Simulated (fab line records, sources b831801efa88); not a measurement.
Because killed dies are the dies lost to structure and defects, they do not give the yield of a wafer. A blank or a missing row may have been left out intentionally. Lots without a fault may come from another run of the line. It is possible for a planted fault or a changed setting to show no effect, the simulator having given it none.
Which tool did it? || flow sfq-line || 7 lots with 21 wafers sampled at 6 steps, on a route of 325 steps

## WHAT THE GAUGES READ, wafer by wafer
SFQ_I1_OVL_MEAS_913.
{"lot": "L328", "measured": "day 17 19:56", "on": "overlay-02", "I1_OVL (nm)": "-1 -3 -3"}
{"lot": "L330", "measured": "day 18 07:57", "on": "overlay-01", "I1_OVL (nm)": "6 6 5"}
{"lot": "L333", "measured": "day 19 11:05", "on": "overlay-02", "I1_OVL (nm)": "2 -4 2"}
{"lot": "L335", "measured": "day 19 20:41", "on": "overlay-01", "I1_OVL (nm)": "11 3 12"}
{"lot": "L342", "measured": "day 23 15:36", "on": "overlay-01", "I1_OVL (nm)": "2 -4 3"}
{"lot": "L345", "measured": "day 24 14:24", "on": "overlay-01", "I1_OVL (nm)": "-1 -1 4"}
{"lot": "L348", "measured": "day 25 20:45", "on": "overlay-01", "I1_OVL (nm)": "1 -7 -8"}

## WHICH TOOL RAN EACH LOT (tool, then ch and the chambers of the sampled wafers, then the start)
{"lot": "L328", "SFQ_TRILAYER_M0_STRIP_STRIP_025": "rie-metal-03 ch 1, day 6 11:55", "SFQ_TRILAYER_I0_CMP_CMP_028": "cmp-01 ch 1,2, day 6 18:36", "SFQ_TRILAYER_I0_METRO_MEASURE_029": "film-metro-03, day 6 21:25", "SFQ_TRILAYER_I0_VIA_ETCH_VIA_ETCH_034": "rie-diel-02 ch 1,2,3, day 10 00:55", "SFQ_TRILAYER_M1_DEP_SPUTTER_037": "pvd-sputter-05, day 10 02:26"}
{"lot": "L330", "SFQ_TRILAYER_M0_STRIP_STRIP_025": "rie-metal-04 ch 0,1, day 6 20:08", "SFQ_TRILAYER_I0_CMP_CMP_028": "cmp-02 ch 0,1,2, day 7 04:29", "SFQ_TRILAYER_I0_METRO_MEASURE_029": "film-metro-02, day 7 07:31", "SFQ_TRILAYER_I0_VIA_ETCH_VIA_ETCH_034": "rie-diel-01 ch 2,3, day 10 08:07", "SFQ_TRILAYER_M1_DEP_SPUTTER_037": "pvd-sputter-04, day 10 09:02"}
{"lot": "L333", "SFQ_TRILAYER_M0_STRIP_STRIP_025": "rie-metal-03 ch 0,1, day 7 04:20", "SFQ_TRILAYER_I0_CMP_CMP_028": "cmp-01 ch 0,2,3, day 7 17:10", "SFQ_TRILAYER_I0_METRO_MEASURE_029": "film-metro-04, day 7 20:17", "SFQ_TRILAYER_I0_VIA_ETCH_VIA_ETCH_034": "rie-diel-02 ch 1,2,3, day 11 01:22", "SFQ_TRILAYER_M1_DEP_SPUTTER_037": "pvd-sputter-05, day 11 02:17"}
{"lot": "L335", "SFQ_TRILAYER_M0_STRIP_STRIP_025": "rie-metal-02 ch 0,1, day 7 12:44", "SFQ_TRILAYER_I0_CMP_CMP_028": "cmp-01 ch 0,1,3, day 8 03:10", "SFQ_TRILAYER_I0_METRO_MEASURE_029": "film-metro-02, day 8 05:29", "SFQ_TRILAYER_I0_VIA_ETCH_VIA_ETCH_034": "rie-diel-01 ch 0,1, day 11 09:46", "SFQ_TRILAYER_M1_DEP_SPUTTER_037": "pvd-sputter-04, day 11 10:41"}
{"lot": "L342", "SFQ_TRILAYER_M0_STRIP_STRIP_025": "rie-metal-03 ch 0,1, day 9 16:38", "SFQ_TRILAYER_I0_CMP_CMP_028": "cmp-02 ch 0,3, day 10 03:19", "SFQ_TRILAYER_I0_METRO_MEASURE_029": "film-metro-03, day 10 06:26", "SFQ_TRILAYER_I0_VIA_ETCH_VIA_ETCH_034": "rie-diel-01 ch 0,3, day 13 16:37", "SFQ_TRILAYER_M1_DEP_SPUTTER_037": "pvd-sputter-03, day 13 18:08"}
{"lot": "L345", "SFQ_TRILAYER_M0_STRIP_STRIP_025": "rie-metal-03 ch 0,1, day 10 05:50", "SFQ_TRILAYER_I0_CMP_CMP_028": "cmp-01 ch 0,2,3, day 10 15:10", "SFQ_TRILAYER_I0_METRO_MEASURE_029": "film-metro-04, day 10 17:17", "SFQ_TRILAYER_I0_VIA_ETCH_VIA_ETCH_034": "rie-diel-01 ch 1,3, day 14 08:07", "SFQ_TRILAYER_M1_DEP_SPUTTER_037": "pvd-sputter-05, day 14 09:02"}
{"lot": "L348", "SFQ_TRILAYER_M0_STRIP_STRIP_025": "rie-metal-02 ch 0,1, day 10 21:26", "SFQ_TRILAYER_I0_CMP_CMP_028": "cmp-02 ch 1,2,3, day 11 07:19", "SFQ_TRILAYER_I0_METRO_MEASURE_029": "film-metro-04, day 11 10:38", "SFQ_TRILAYER_I0_VIA_ETCH_VIA_ETCH_034": "rie-diel-01 ch 0,2, day 15 02:07", "SFQ_TRILAYER_M1_DEP_SPUTTER_037": "pvd-sputter-04, day 15 03:12"}
- SFQ_TRILAYER_M0_STRIP_STRIP_025: strips in O2.
- SFQ_TRILAYER_I0_CMP_CMP_028: polishes SiO2.
- SFQ_TRILAYER_I0_METRO_MEASURE_029
- SFQ_TRILAYER_I0_VIA_ETCH_VIA_ETCH_034: etches SiO2 in CHF3, stops on Nb, target depth 260 nm.
- SFQ_TRILAYER_M1_DEP_SPUTTER_037: material Nb, target thk 200 nm, time 133.3 s.

## THE ANSWER, worked out from the rows above alone
Rule: what is usual is taken from the lots themselves. Put in order of their means at a reading, lots are off if they are a third of the lots or fewer, leave a main group of 4 or more, and stand apart from it by a gap of 3 or more times the standard deviation of the main group's means; of several such gaps the widest counts. Not used: any main group whose means are identical at the precision the tables above print for the reading. A lot without any number at a reading at which 4 lots or more have one is off too. Any other lot the step has rows for is counted as sound.
No lot is off on any of the readings shown, so nothing can be concluded from this.

## WHAT THE SIMULATOR HAD PUT IN
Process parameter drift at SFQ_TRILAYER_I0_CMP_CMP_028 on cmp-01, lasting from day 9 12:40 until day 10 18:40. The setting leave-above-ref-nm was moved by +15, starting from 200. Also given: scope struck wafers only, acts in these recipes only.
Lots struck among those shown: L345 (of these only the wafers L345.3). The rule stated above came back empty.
